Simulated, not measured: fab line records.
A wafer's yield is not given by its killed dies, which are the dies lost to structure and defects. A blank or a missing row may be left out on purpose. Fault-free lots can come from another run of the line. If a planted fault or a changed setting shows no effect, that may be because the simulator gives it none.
Chamber matching / flow sky130 / SKY_VIA1_CMP_24 on cmp-01 has 4 sister chambers
The step polishes, stops on SiO2, t overpolish 15 s, target thk 0 nm. 8 wafers are shown with their chamber, then 12 later ones without.

## EACH WAFER AND ITS CHAMBER
wafer=L082.3; chamber=3; motorCurrentA (A)=12.5; timeToEndpointS (s)=65
wafer=L082.6; chamber=2; motorCurrentA (A)=10.0; timeToEndpointS (s)=71
wafer=L085.2; chamber=3; motorCurrentA (A)=12.0; timeToEndpointS (s)=68
wafer=L087.1; chamber=2; motorCurrentA (A)=10.7; timeToEndpointS (s)=72
wafer=L087.3; chamber=0; motorCurrentA (A)=9.5; timeToEndpointS (s)=67
wafer=L090.4; chamber=1; motorCurrentA (A)=11.5; timeToEndpointS (s)=66
wafer=L090.5; chamber=0; motorCurrentA (A)=9.4; timeToEndpointS (s)=63
wafer=L090.6; chamber=1; motorCurrentA (A)=12.2; timeToEndpointS (s)=64

## WAFERS WITHOUT THEIR CHAMBER
wafer=L091.2; motorCurrentA (A)=11.5; timeToEndpointS (s)=66
wafer=L091.4; motorCurrentA (A)=9.4; timeToEndpointS (s)=63
wafer=L091.6; motorCurrentA (A)=12.6; timeToEndpointS (s)=67
wafer=L092.2; motorCurrentA (A)=9.5; timeToEndpointS (s)=66
wafer=L092.3; motorCurrentA (A)=12.2; timeToEndpointS (s)=69
wafer=L092.5; motorCurrentA (A)=11.5; timeToEndpointS (s)=68
wafer=L095.1; motorCurrentA (A)=12.1; timeToEndpointS (s)=65
wafer=L095.3; motorCurrentA (A)=12.0; timeToEndpointS (s)=63
wafer=L095.6; motorCurrentA (A)=10.2; timeToEndpointS (s)=68
wafer=L097.1; motorCurrentA (A)=12.1; timeToEndpointS (s)=58
wafer=L097.2; motorCurrentA (A)=9.5; timeToEndpointS (s)=62
wafer=L097.6; motorCurrentA (A)=9.9; timeToEndpointS (s)=66

## WHICH CHAMBER EACH WENT THROUGH
wafer=L091.2; from the rows above=can't be placed: 1 or 3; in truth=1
wafer=L091.4; from the rows above=0; in truth=0
wafer=L091.6; from the rows above=can't be placed: 3 or 1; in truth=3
wafer=L092.2; from the rows above=0; in truth=0
wafer=L092.3; from the rows above=can't be placed: 3 or 1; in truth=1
wafer=L092.5; from the rows above=can't be placed: 1 or 3 or 2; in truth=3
wafer=L095.1; from the rows above=can't be placed: 1 or 3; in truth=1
wafer=L095.3; from the rows above=can't be placed: 1 or 3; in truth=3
wafer=L095.6; from the rows above=can't be placed: 2 or 0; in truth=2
wafer=L097.1; from the rows above=can't be placed: 1 or 3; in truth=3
wafer=L097.2; from the rows above=0; in truth=0
wafer=L097.6; from the rows above=can't be placed: 0 or 2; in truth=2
3 of 12 placed correctly. From these rows, 9 cannot be placed; in 9 the true chamber is one of the candidates. Placed wrongly: 0.
How it was worked out, from the rows above alone: a wafer's distance from a chamber is the root of the sum, over the readings, of the square of ((its reading less the chamber's mean) divided by the reading's scatter). The wafer belongs to the nearest chamber; if the next one is less than 2 further off, it can't be placed. The mean given for a chamber averages the wafers shown for that chamber. The scatter: take each reading less its chamber's mean, square it, sum over the shown wafers, divide by the number of wafers less the number of chambers, and take the root.
